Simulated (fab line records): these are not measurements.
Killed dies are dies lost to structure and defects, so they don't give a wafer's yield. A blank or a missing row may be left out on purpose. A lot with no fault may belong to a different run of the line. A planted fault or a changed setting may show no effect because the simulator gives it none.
Chamber matching -- flow sky130 -- rie-diel-02 running SKY_VIA1_ETCH_15: 4 sister chambers
The step etches SiO2 in C4F8/O2/Ar, stops on TiN, target depth 351 nm, time 54 s. 8 wafers are shown with their chamber, then 7 later ones without.

== WAFERS WITH THEIR CHAMBER ==
wafer,chamber,oes-product-au (a.u.),rf-fwd-power-W (W)
L885.3,2,0.983,1487
L885.4,3,0.985,1484
L885.6,2,0.988,1488
L884.3,3,0.971,1490
L886.5,1,0.982,1487
L886.6,0,0.989,1490
L889.4,1,0.984,1483
L889.5,0,0.973,1491

== WAFERS WHOSE CHAMBER IS MISSING ==
wafer,oes-product-au (a.u.),rf-fwd-power-W (W)
L889.6,0.975,1488
L890.1,0.983,1495
L890.3,0.973,1485
L890.4,0.978,1497
L893.1,0.982,1486
L893.3,0.981,1491
L893.4,0.973,1488

== CHAMBER TAKEN BY EACH ==
wafer,from the rows above,in truth
L889.6,can't be placed: 3 or 0 or 2 or 1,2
L890.1,can't be placed: 0 or 2 or 3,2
L890.3,can't be placed: 3 or 1 or 2 or 0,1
L890.4,can't be placed: 0 or 2 or 3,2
L893.1,can't be placed: 1 or 3 or 2 or 0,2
L893.3,can't be placed: 0 or 2 or 3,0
L893.4,can't be placed: 3 or 0 or 2 or 1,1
Correct placement for 0 of the 7. Cannot be placed on the basis of these rows: 7; the candidates contain the true chamber in 7. Placed wrongly: 0.
How it was worked out, from the rows above alone: a wafer's distance from a chamber is the root of the sum, over the readings, of the square of ((its reading less the chamber's mean) divided by the reading's scatter). The wafer belongs to the nearest chamber; if the next one is less than 2 further off, it can't be placed. Each chamber's mean is taken over the wafers shown for it. The scatter: the root of (the sum of the squares of (reading less its chamber's mean) over the shown wafers, divided by (wafers less chambers)).
